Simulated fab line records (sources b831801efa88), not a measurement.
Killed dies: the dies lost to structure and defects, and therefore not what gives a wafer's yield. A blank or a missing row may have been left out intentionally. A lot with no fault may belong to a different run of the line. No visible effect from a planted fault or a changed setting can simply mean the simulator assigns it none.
fab line records -- flow sfq-line
record: lots: 13, wafers: 39, last-day: 95
route steps=325 shown JJ@183 R5@214 M6@259
lots untouched by any fault: they come from a run of this same line in which no faults occurred
start-h: hours from the record's opening day to when the first of the lot's shown wafers began -- wait-h: hours from the lot's prior step to this one -- " same as the row above -- L1.1+2: several wafers, shown together as one row -- - no value, or no start given -- * or withheld: withheld -- < > ~ a bound
route shown NAME@n: NAME is a module with steps in the file, n the number in the route of the first one -- usual: the fault-free wafers' mean and standard deviation -- same: alike in all rows -- chamber/n: place in a boat -- sites: per-site readings -- _std_site: standard deviation of those values -- _edge_site: inner sites' mean taken away from outer sites' mean -- radius-mm: how far each site lies from the wafer's centre -- mask NAME#n: copy n -- behind: the tool/chamber that last shaped the wafer -- hold: why the lot was held/for how many hours/how that ended -- device: the transistor (n, p or np) that didn't switch -- end of line: tests run on the same wafers once the route is complete -- a step with no rows: only its recipe -- killed: dies that structure and defects cost at the first sort, which is not the same as the wafer's yield -- map: a wafer's dies, marking killed ones x, the rest . and places with no die _
set.NAME: setting as actually run; set.NAME@STEP: the setting as run at that earlier step -- model.NAME: the simulator's own value behind a step, which no gauge read
steps of the route over a sample of lots; a table a step, a row a wafer
services: when a tool's chamber went out of use (start-h, in hours from the record's first day, below 0 if earlier), for how many hours, and the reason
== steps ==
step: SFQ_JJ_RS_MEAS_929
recipe: thk-meas-gauge: four-point-probe, reads: Nb_of_TRILAYER_JJ_TRILAYER_DEP_SPUTTER_112
usual: JJ_NB_RS: 1.055/0.011
lot.wafer,tool,chamber,start-h,wait-h,JJ_NB_RS[ohm/sq]
L282.3,film-metro-02,-,1312.64,0.1,1.051
L282.4,film-metro-02,-,1312.64,0.1,1.040
L282.6,film-metro-02,-,1312.64,0.1,1.041
L284.1,film-metro-01,-,1317.40,0.0,1.075
L284.4,film-metro-01,-,1317.40,0.0,1.077
L284.6,film-metro-01,-,1317.40,0.0,1.079
L285.3,film-metro-02,-,1319.84,0.1,1.043
L285.4,film-metro-02,-,1319.84,0.1,1.049
L285.5,film-metro-02,-,1319.84,0.1,1.056
L286.1,film-metro-02,-,1326.62,0.0,1.050
L286.3,film-metro-02,-,1326.62,0.0,1.032
L286.4,film-metro-02,-,1326.62,0.0,1.050
L287.4,film-metro-01,-,1328.26,0.1,1.065
L287.5,film-metro-01,-,1328.26,0.1,1.071
L287.6,film-metro-01,-,1328.26,0.1,1.062
L289.1,film-metro-02,-,1333.18,0.0,1.079
L289.4,film-metro-02,-,1333.18,0.0,1.082
L289.5,film-metro-02,-,1333.18,0.0,1.063
L290.1,film-metro-01,-,1336.60,0.0,1.034
L290.5,film-metro-01,-,1336.60,0.0,1.047
L290.6,film-metro-01,-,1336.60,0.0,1.041
L295.1,film-metro-01,-,1351.02,0.0,1.058
L295.2,film-metro-01,-,1351.02,0.0,1.059
L295.6,film-metro-01,-,1351.02,0.0,1.065
L296.1,film-metro-01,-,1352.82,0.0,1.051
L296.2,film-metro-01,-,1352.82,0.0,1.048
L296.6,film-metro-01,-,1352.82,0.0,1.055
L301.2,film-metro-01,-,1485.11,0.1,1.043
L301.4,film-metro-01,-,1485.11,0.1,1.039
L301.6,film-metro-01,-,1485.11,0.1,1.041
L302.2,film-metro-03,-,1503.26,0.1,1.046
L302.3,film-metro-03,-,1503.26,0.1,1.040
L302.4,film-metro-03,-,1503.26,0.1,1.048
L303.3,film-metro-02,-,1504.31,0.1,1.070
L303.4,film-metro-02,-,1504.31,0.1,1.065
L303.6,film-metro-02,-,1504.31,0.1,1.068
L304.1,film-metro-01,-,1510.27,0.0,1.058
L304.3,film-metro-01,-,1510.27,0.0,1.045
L304.6,film-metro-01,-,1510.27,0.0,1.059
step: SFQ_TRILAYER_JJ_CE_METRO_MEASURE_117
usual: cd-nm: 700.3/1.2
lot.wafer,tool,chamber,start-h,wait-h,cd-nm
L282.3,cd-sem-02,-,1316.87,0.4,699.9
L282.4,cd-sem-02,-,1316.87,0.4,700.5
L282.6,cd-sem-02,-,1316.87,0.4,699.8
L284.1,cd-sem-02,-,1322.47,0.0,699.3
L284.4,cd-sem-02,-,1322.47,0.0,701.8
L284.6,cd-sem-02,-,1322.47,0.0,701.3
L285.3,cd-sem-01,-,1325.27,0.4,699.6
L285.4,cd-sem-01,-,1325.27,0.4,698.2
L285.5,cd-sem-01,-,1325.27,0.4,699.7
L286.1,cd-sem-02,-,1332.07,0.0,698.9
L286.3,cd-sem-02,-,1332.07,0.0,697.4
L286.4,cd-sem-02,-,1332.07,0.0,697.8
L287.4,cd-sem-01,-,1333.87,0.6,699.0
L287.5,cd-sem-01,-,1333.87,0.6,700.1
L287.6,cd-sem-01,-,1333.87,0.6,698.5
L289.1,cd-sem-01,-,1342.87,0.0,701.0
L289.4,cd-sem-01,-,1342.87,0.0,701.0
L289.5,cd-sem-01,-,1342.87,0.0,701.0
L290.1,cd-sem-02,-,1347.67,0.0,700.3
L290.5,cd-sem-02,-,1347.67,0.0,700.7
L290.6,cd-sem-02,-,1347.67,0.0,701.2
L295.1,cd-sem-01,-,1486.54,0.0,702.8
L295.2,cd-sem-01,-,1486.54,0.0,700.9
L295.6,cd-sem-01,-,1486.54,0.0,701.6
L296.1,cd-sem-02,-,1491.34,0.0,699.9
L296.2,cd-sem-02,-,1491.34,0.0,699.8
L296.6,cd-sem-02,-,1491.34,0.0,700.6
L301.2,cd-sem-01,-,1619.58,0.2,700.5
L301.4,cd-sem-01,-,1619.58,0.2,700.5
L301.6,cd-sem-01,-,1619.58,0.2,699.2
L302.2,cd-sem-02,-,1632.90,0.2,701.1
L302.3,cd-sem-02,-,1632.90,0.2,701.0
L302.4,cd-sem-02,-,1632.90,0.2,702.2
L303.3,cd-sem-01,-,1634.30,0.4,701.4
L303.4,cd-sem-01,-,1634.30,0.4,701.5
L303.6,cd-sem-01,-,1634.30,0.4,702.1
L304.1,cd-sem-02,-,1637.50,0.0,699.6
L304.3,cd-sem-02,-,1637.50,0.0,699.1
L304.6,cd-sem-02,-,1637.50,0.0,699.7
step: SFQ_TRILAYER_R5_DEP_SPUTTER_134
recipe: material: Ti, base-pressure-pa: 1.33e-06, target-thk-nm: 5, power-w: 2000, time-s: 5, chamber-pressure-pa: 0.4
usual: throttle-valve-pct: 30.2/1.3
lot.wafer,tool,chamber,start-h,wait-h,throttle-valve-pct
L282.3,pvd-sputter-05,-,1446.22,0.0,30.1
L282.4,pvd-sputter-05,-,1446.22,0.0,30.0
L282.6,pvd-sputter-05,-,1446.22,0.0,29.9
L284.1,pvd-sputter-05,-,1452.22,0.0,31.2
L284.4,pvd-sputter-05,-,1452.22,0.0,31.0
L284.6,pvd-sputter-05,-,1452.22,0.0,30.0
L285.3,pvd-sputter-03,-,1454.96,0.0,31.3
L285.4,pvd-sputter-03,-,1454.96,0.0,28.3
L285.5,pvd-sputter-03,-,1454.96,0.0,28.5
L286.1,pvd-sputter-04,-,1459.46,0.0,31.1
L286.3,pvd-sputter-04,-,1459.46,0.0,30.6
L286.4,pvd-sputter-04,-,1459.46,0.0,31.1
L287.4,pvd-sputter-05,-,1462.46,0.0,30.4
L287.5,pvd-sputter-05,-,1462.46,0.0,31.1
L287.6,pvd-sputter-05,-,1462.46,0.0,26.6
L289.1,pvd-sputter-05,-,1478.74,0.0,30.3
L289.4,pvd-sputter-05,-,1478.74,0.0,31.3
L289.5,pvd-sputter-05,-,1478.74,0.0,29.9
L290.1,pvd-sputter-04,-,1490.74,0.0,31.4
L290.5,pvd-sputter-04,-,1490.74,0.0,31.1
L290.6,pvd-sputter-04,-,1490.74,0.0,31.4
L295.1,pvd-sputter-03,-,1625.97,0.0,30.9
L295.2,pvd-sputter-03,-,1625.97,0.0,29.3
L295.6,pvd-sputter-03,-,1625.97,0.0,30.3
L296.1,pvd-sputter-03,-,1632.09,0.0,31.1
L296.2,pvd-sputter-03,-,1632.09,0.0,28.6
L296.6,pvd-sputter-03,-,1632.09,0.0,28.6
L301.2,pvd-sputter-03,-,1742.51,0.0,29.5
L301.4,pvd-sputter-03,-,1742.51,0.0,31.1
L301.6,pvd-sputter-03,-,1742.51,0.0,29.7
L302.2,pvd-sputter-03,-,1755.53,0.0,29.2
L302.3,pvd-sputter-03,-,1755.53,0.0,28.6
L302.4,pvd-sputter-03,-,1755.53,0.0,30.5
L303.3,pvd-sputter-04,-,1759.18,0.0,31.2
L303.4,pvd-sputter-04,-,1759.18,0.0,31.4
L303.6,pvd-sputter-04,-,1759.18,0.0,31.4
L304.1,pvd-sputter-05,-,1762.18,0.0,30.1
L304.3,pvd-sputter-05,-,1762.18,0.0,29.7
L304.6,pvd-sputter-05,-,1762.18,0.0,31.2
step: SFQ_TRILAYER_M6_LITHO_PEB_162
recipe: peb-temp-c: 115, peb-time-s: 60, resist: KrF
usual: heater-power-total-W: 79.15/0.059
lot.wafer,tool,chamber,start-h,wait-h,heater-power-total-W
L282.3,litho-track-03,0,1667.21,0.7,79.11
L282.4,litho-track-03,0,1667.21,0.7,79.21
L282.6,litho-track-03,0,1667.21,0.7,79.02
L284.1,litho-track-02,0,1743.80,1.0,79.18
L284.4,litho-track-02,0,1743.80,1.0,79.18
L284.6,litho-track-02,0,1743.80,1.0,79.17
L285.3,litho-track-03,0,1745.05,0.7,79.02
L285.4,litho-track-03,0,1745.05,0.7,79.13
L285.5,litho-track-03,0,1745.05,0.7,79.13
L286.1,litho-track-03,0,1897.97,1.0,79.17
L286.3,litho-track-03,0,1897.97,1.0,79.20
L286.4,litho-track-03,0,1897.97,1.0,79.12
L287.4,litho-track-02,0,1900.45,0.5,79.19
L287.5,litho-track-02,0,1900.45,0.5,79.20
L287.6,litho-track-02,0,1900.45,0.5,79.00
L289.1,litho-track-04,0,1912.37,1.0,79.15
L289.4,litho-track-04,0,1912.37,1.0,79.14
L289.5,litho-track-04,0,1912.37,1.0,79.17
L290.1,litho-track-02,0,1925.40,1.0,79.17
L290.5,litho-track-02,0,1925.40,1.0,79.25
L290.6,litho-track-02,0,1925.40,1.0,79.00
L295.1,litho-track-02,0,1938.60,1.0,79.13
L295.2,litho-track-02,0,1938.60,1.0,79.10
L295.6,litho-track-02,0,1938.60,1.0,80.92
L296.1,litho-track-03,0,1944.86,-,79.14
L296.2,litho-track-03,0,1944.86,-,79.20
L296.6,litho-track-03,0,1944.86,-,79.17
L301.2,litho-track-04,0,1962.42,0.8,79.16
L301.4,litho-track-04,0,1962.42,0.8,79.21
L301.6,litho-track-04,0,1962.42,0.8,79.17
L302.2,litho-track-03,0,1982.95,0.8,79.02
L302.3,litho-track-03,0,1982.95,0.8,79.14
L302.4,litho-track-03,0,1982.95,0.8,79.14
L303.3,litho-track-04,0,1990.17,0.7,79.19
L303.4,litho-track-04,0,1990.17,0.7,79.18
L303.6,litho-track-04,0,1990.17,0.7,79.15
L304.1,litho-track-04,0,1991.32,1.0,79.17
L304.3,litho-track-04,0,1991.32,1.0,79.18
L304.6,litho-track-04,0,1991.32,1.0,79.25
== services ==
tool,chamber,start-h,hours,kind
cd-sem-01,-,1296.48,0.9,pm
cd-sem-01,-,1297.93,1.0,pm
cd-sem-01,-,1315.93,1.6,pm
cd-sem-02,-,1357.90,0.7,pm
cd-sem-01,-,1388.95,5.8,repair
cd-sem-01,-,1395.35,0.3,pm
cd-sem-02,-,1413.07,0.6,pm
cd-sem-02,-,1424.41,0.9,repair
cd-sem-02,-,1425.36,1.5,pm
cd-sem-01,-,1480.54,0.3,pm
cd-sem-01,-,1481.93,1.0,pm
cd-sem-01,-,1494.59,0.2,pm
cd-sem-02,-,1499.47,0.8,pm
cd-sem-02,-,1541.90,0.4,pm
cd-sem-02,-,1597.07,0.4,pm
cd-sem-02,-,1608.95,0.8,pm
cd-sem-02,-,1726.15,0.8,pm
cd-sem-02,-,1769.47,0.5,pm
cd-sem-02,-,1781.07,0.7,pm
cd-sem-02,-,1792.95,1.0,pm
cd-sem-02,-,1875.40,3.4,pm
cd-sem-02,-,1909.90,0.3,pm
cd-sem-02,-,1965.07,0.4,pm
cd-sem-02,-,1977.46,0.5,pm
== key ==
first-sign: step: SFQ_TRILAYER_M6_LITHO_PEB_162, reading: heater-power-total-W, direction: up, sigmas: 30, usual: 79.15, struck: 80.92
effect none on later readings
met-at SFQ_TRILAYER_M6_LITHO_PEB_162
struck-lots L295
struck-wafers L295.6
not-acting-at SFQ_JJ_RS_MEAS_929,SFQ_TRILAYER_JJ_CE_METRO_MEASURE_117,SFQ_TRILAYER_R5_DEP_SPUTTER_134
onset-between 1925.40 1938.60
fault: kind: process-parameter-drift, tool: litho-track-02, chamber: -, onset-h: 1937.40, steps: SFQ_TRILAYER_M6_LITHO_PEB_162, channel: peb-time-s, offset: *, shape: step, end-h: 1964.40, scope: struck-wafers-only, acts-in: *, stated: *
